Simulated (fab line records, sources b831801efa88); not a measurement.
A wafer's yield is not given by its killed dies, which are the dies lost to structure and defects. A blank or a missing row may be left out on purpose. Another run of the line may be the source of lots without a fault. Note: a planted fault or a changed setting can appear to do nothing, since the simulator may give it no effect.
Which of the tools did it? -- flow gf180mcu -- Sampling: 7 lots, 21 wafers, 2 of 602 route steps

WHAT THE GAUGES SHOWED, per wafer
GF_V2_THK_MEAS_25: measures by xrf.
lot,measured,on,V2_W_THK (nm)
L963,day 21 22:40,film metro-03,354 345 344
L965,day 22 21:47,film metro-01,350 356 358
L968,day 23 15:55,film metro-03,354 348 352
L970,day 24 11:16,film metro-04,351 340 339
L972,day 24 22:43,film metro-03,355 341 353
L974,day 25 11:04,film metro-03,351 340 353
L982,day 28 00:41,film metro-04,345 340 344

TOOL THAT RAN EACH LOT (tool first, then ch and the chambers of the sampled wafers, then the start)
lot,GF_V2_ETCH_17
L963,"rie diel-03 ch 0,1,2, day 21 22:40 or earlier"
L965,"rie diel-03 ch 1,2, day 22 21:47 or earlier"
L968,"rie diel-04 ch 0,2,3, day 23 15:55 or earlier"
L970,"rie diel-02 ch 1,3, day 24 11:16 or earlier"
L972,"rie diel-04 ch 0,2,3, day 24 22:43 or earlier"
L974,"rie diel-03 ch 0,2,3, day 25 11:04 or earlier"
L982,"rie diel-03 ch 0,1,3, day 28 00:41 or earlier"
- GF_V2_ETCH_17: etches SiO2 in C4F8/O2/Ar, stops on TiN, target depth 630 nm.

THE ANSWER, worked out from the rows above alone
Rule: usual is defined by the lots themselves. The widest of any qualifying gaps counts: lots, ordered by their means at a reading, are off when they make up no more than a third of the lots, leave a main group of 4 or more, and stand apart from it by 3 or more times the standard deviation of that group's means. A main group whose means are all the same, to the digits that the tables above print for the reading, isn't used. Also off: a lot with no number at a reading for which 4 or more lots have one. The other lots that the step has rows for count as sound.
Across all readings shown, no lot is off: no conclusion can be drawn from this.

WHAT WAS PUT IN BY THE SIMULATOR
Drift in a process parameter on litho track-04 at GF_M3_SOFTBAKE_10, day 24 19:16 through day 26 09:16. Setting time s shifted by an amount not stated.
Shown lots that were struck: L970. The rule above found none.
